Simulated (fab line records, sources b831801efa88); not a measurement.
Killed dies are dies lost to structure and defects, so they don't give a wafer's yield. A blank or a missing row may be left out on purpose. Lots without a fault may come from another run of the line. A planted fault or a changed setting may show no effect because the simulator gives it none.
One fault seen from 2 desks | flow gf180mcu | each desk has only its own numbers; what lay behind them comes last

THE METROLOGY DESK
What the gauges read, lot by lot, whatever tool the lot ran on: means of the sampled wafers that have a number. A lot is out of limits, marked OUT, if its mean lies more than 4 standard deviations from the usual mean; the brackets give that distance.
Columns: A = cd_nm at GF_M1_CD_MEAS_14, usual 229.8 nm
lot  | first seen here | A
L402 | day 17 05:34    | 229.2
L403 | day 18 01:38    | 228.8
L404 | day 18 11:08    | 230.0
L405 | day 18 15:31    | 230.8
L407 | day 19 12:53    | 227.6
L409 | day 20 02:10    | 228.0
L408 | day 20 04:38    | 230.0
L410 | day 20 07:29    | 229.9
L411 | day 21 01:21    | 227.2
L413 | day 21 17:47    | 230.3
L416 | day 22 19:24    | 232.0
L418 | day 23 05:29    | 229.5
This desk's finding: nothing out of limits on any of the 12 lots.

THE TOOL OWNER'S DESK: cmp-01
The tool's own readings at GF_V3_CMP_04 (polishes SiO2): means of the sampled wafers that have a number, for each lot that ran on this tool. A lot is out of limits, marked OUT, if its mean lies more than 4 standard deviations from the usual mean; the brackets give that distance.
Columns: A = head_pressure_psi at GF_V3_CMP_04, usual 4.000 psi; B = motor_current_A at GF_V3_CMP_04, usual 12.1 A; C = time_to_endpoint_s at GF_V3_CMP_04, usual 80 s
lot  | first seen here | A     | B    | C
L402 | day 21 14:01    | 3.995 | 12.7 | 76
L404 | day 22 19:50    | 4.006 | 12.5 | 86
L416 | day 26 17:38    | 4.002 | 12.2 | 63
L418 | day 27 02:59    | 4.003 | 12.1 | 58
This desk's finding: nothing out of limits on any of the 4 lots.

PUT TOGETHER
The metrology desk saw nothing out of limits.
The tool owner's desk saw nothing out of limits.

WHAT THE SIMULATOR HAD PUT IN
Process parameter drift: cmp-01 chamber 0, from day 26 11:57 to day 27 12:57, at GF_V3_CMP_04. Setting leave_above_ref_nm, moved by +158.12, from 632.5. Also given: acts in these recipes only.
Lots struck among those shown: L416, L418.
